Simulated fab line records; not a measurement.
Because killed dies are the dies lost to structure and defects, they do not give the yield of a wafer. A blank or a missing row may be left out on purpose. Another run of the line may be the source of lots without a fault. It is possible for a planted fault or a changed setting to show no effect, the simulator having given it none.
Which tool did it? | flow sky130 | 11 lots, 33 wafers sampled, at 2 steps of a route of 708

## WHAT EACH GAUGE READ, for each wafer
SKY_VT_ADJUST_PCH_TW_MEAS_10.
lot  | measured     | on            | VT_ADJUST_PCH_TW
L415 | day 10 06:21 | film_metro-04 | 142.5 142.2 141.9
L417 | day 11 08:23 | film_metro-03 | 147.4 146.8 147.3
L421 | day 12 04:41 | film_metro-03 | 149.7 149.7 148.8
L424 | day 13 04:48 | film_metro-03 | 142.7 142.7 141.6
L429 | day 14 21:18 | film_metro-02 | 141.9 141.3 141.4
L430 | day 15 06:14 | film_metro-02 | 141.8 142.4 141.3
L431 | day 15 12:47 | film_metro-03 | 142.7 142.4 143.2
L433 | day 16 04:11 | film_metro-04 | 142.3 141.7 141.6
L436 | day 16 16:29 | film_metro-02 | 142.6 142.4 142.6
L437 | day 16 23:27 | film_metro-03 | 142.0 141.6 141.0
L438 | day 17 12:51 | film_metro-03 | 143.1 142.9 142.7

## WHICH TOOL RAN EACH LOT (tool, then ch and the chambers of the sampled wafers, then the start)
lot  | SKY_VT_ADJUST_PCH_IMPLANT_08
L415 | implanter-04 ch 0, day 10 06:06
L417 | implanter-01 ch 0, day 11 08:08
L421 | implanter-01 ch 0, day 12 04:27
L424 | implanter-04 ch 0, day 13 04:33
L429 | implanter-03 ch 0, day 14 20:59
L430 | implanter-01 ch 0, day 15 05:59
L431 | implanter-01 ch 0, day 15 12:32
L433 | implanter-04 ch 0, day 16 03:56
L436 | implanter-03 ch 0, day 16 16:14
L437 | implanter-03 ch 0, day 16 23:13
L438 | implanter-01 ch 0, day 17 12:38
- SKY_VT_ADJUST_PCH_IMPLANT_08

## THE ANSWER, worked out from the rows above alone
Rule: usual is defined by the lots themselves. The widest of any qualifying gaps counts: lots, ordered by their means at a reading, are off when they make up no more than a third of the lots, leave a main group of 4 or more, and stand apart from it by 3 or more times the standard deviation of that group's means. A main group whose means are all the same, to the digits that the tables above print for the reading, isn't used. A lot without any number at a reading at which 4 lots or more have one is off too. Where the step has rows for the other lots, those lots are counted as sound.
Off: L417, L421, at SKY_VT_ADJUST_PCH_TW_MEAS_10 (VT_ADJUST_PCH_TW). For the main group the mean is 142.2 and the standard deviation 0.48.
If a tool, at a process step before that reading, ran all the lots that are off and no sound lot after the first of them, it fits. Those tools and the gauges at SKY_VT_ADJUST_PCH_TW_MEAS_10 are tried in the same way. None of those tried fits.

## WHAT THE SIMULATOR HAD PUT IN
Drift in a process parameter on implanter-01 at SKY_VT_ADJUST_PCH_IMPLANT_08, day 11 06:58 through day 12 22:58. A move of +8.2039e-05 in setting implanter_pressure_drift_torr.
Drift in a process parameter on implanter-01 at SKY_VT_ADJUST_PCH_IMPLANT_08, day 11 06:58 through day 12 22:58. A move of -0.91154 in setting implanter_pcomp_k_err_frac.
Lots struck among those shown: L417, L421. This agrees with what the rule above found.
